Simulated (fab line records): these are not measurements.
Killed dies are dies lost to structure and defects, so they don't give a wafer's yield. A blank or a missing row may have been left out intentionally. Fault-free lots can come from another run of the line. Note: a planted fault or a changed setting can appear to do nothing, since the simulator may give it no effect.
Which tool is to blame?	flow sky130	route of 708 steps, sampled at 1 step: 12 lots, 36 wafers

WHAT THE GAUGES READ, wafer by wafer
SKY_FIELD_ISO_BOW_MEAS_00.
lot	measured	on	INCOMING_BOW (um)
L075	day 1 15:01	film-metro-02	-5 -2 -1
L077	day 2 01:01	film-metro-04	-9 -9 -6
L079	day 2 11:00	film-metro-02	-1 -5 10
L081	day 2 21:00	film-metro-01	-11 3 -4
L083	day 3 07:02	film-metro-01	0 11 -1
L085	day 3 17:01	film-metro-02	-14 -11 4
L087	day 4 03:00	film-metro-01	2 -8 -11
L089	day 4 13:01	film-metro-01	4 -4 -1
L091	day 4 23:02	film-metro-04	-5 -1 -2
L093	day 5 09:04	film-metro-04	3 5 8
L095	day 5 19:00	film-metro-02	-5 4 -5
L097	day 6 05:04	film-metro-01	-5 -2 6

EACH LOT AND THE TOOL THAT RAN IT (in order: tool; ch and the chambers of the sampled wafers; start)
There is no process step in the record ahead of these readings.

THE ANSWER, worked out from the rows above alone
Rule: the lots themselves supply what counts as usual. Put in order of their means at a reading, lots are off if they are a third of the lots or fewer, leave a main group of 4 or more, and stand apart from it by a gap of 3 or more times the standard deviation of the main group's means; of several such gaps the widest counts. Not used: any main group whose means are identical at the precision the tables above print for the reading. Also off: a lot with no number at a reading for which 4 or more lots have one. The other lots that the step has rows for count as sound.
No lot is off at any reading shown: from this, nothing can be told.

WHAT THE SIMULATOR PUT IN
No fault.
